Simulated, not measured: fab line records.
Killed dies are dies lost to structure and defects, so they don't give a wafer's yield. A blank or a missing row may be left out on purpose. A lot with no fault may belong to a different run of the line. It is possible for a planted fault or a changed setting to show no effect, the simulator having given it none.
One fault through the eyes of 2 desks    flow sky130    only its own numbers are on each desk; what lay behind them is given at the end

== THE METROLOGY DESK ==
Lot by lot, what the gauges showed, no matter which tool ran the lot: averages of those sampled wafers that carry a number. If a lot's mean is further than 4 standard deviations from the usual mean, the lot is out of limits and carries the mark OUT (the distance appears in the brackets).
Columns: A = CONTACT_BOW at SKY_CONTACT_BOW_MEAS_05, usual 82 um; B = cdNm at SKY_CONTACT_CD_MEAS_14, usual 169.8 nm
lot   first seen here  A   B
L488  day 30 15:39     75  170.8
L490  day 30 22:52     82  171.0
L491  day 31 14:09     86  170.8
L493  day 31 17:41     82  169.9
L494  day 32 03:00     80  168.7
L495  day 32 23:17     79  169.3
L497  day 33 03:49     82  149.8 (-15) OUT
L498  day 33 10:59     81  169.7
L499  day 33 18:05     81  154.4 (-12) OUT
L504  day 35 12:32     89  158.8 (-8.5) OUT
L509  day 36 23:50     78  168.7
L510  day 37 06:44     85  167.6
Finding of this desk: L497, L499, L504 out of limits; the first was L497 at day 34 06:35, on cdNm at SKY_CONTACT_CD_MEAS_14. L488, L490, L491, L493, L494, L495, L498, L509, L510 stayed within limits.

== THE TOOL OWNER'S DESK: krfScanner-02 ==
The tool's own readings at SKY_CONTACT_EXPOSE_11 (exposes mask CTM1, target cd 170 nm): means of the sampled wafers that have a number, for each lot that ran on this tool. If a lot's mean is further than 4 standard deviations from the usual mean, the lot is out of limits and carries the mark OUT (the distance appears in the brackets).
Columns: A = exposureDoseMJCm2 at SKY_CONTACT_EXPOSE_11, usual 37.99
lot   first seen here  A
L493  day 32 07:14     38.03
L494  day 32 16:40     37.95
L495  day 33 13:14     37.97
L497  day 33 17:43     33.99 (-99 or more) OUT
L499  day 34 08:00     34.83 (-79) OUT
L504  day 36 01:36     35.50 (-62) OUT
Finding of this desk: L497, L499, L504 out of limits; the first was L497 at day 33 17:43, on exposureDoseMJCm2 at SKY_CONTACT_EXPOSE_11. L493, L494, L495 stayed within limits.

== PUT TOGETHER ==
On L497, L499, L504, at day 33 17:43, an alarm was possible from the tool owner's desk.
The metrology desk could have raised an alarm at day 34 06:35, on L497, L499, L504.
Of the lots named, all ran SKY_CONTACT_EXPOSE_11 on krfScanner-02.

== WHAT THE SIMULATOR PUT IN ==
Process parameter drift: krfScanner-02, from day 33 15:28 on, at SKY_CONTACT_EXPOSE_11. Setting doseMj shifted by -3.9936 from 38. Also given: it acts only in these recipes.
Lots struck among those shown: L497, L499, L504.
Counting hours from when the fault started, the first reading out of limits came at 2 for the tool owner's desk and at 15 for the metrology desk.
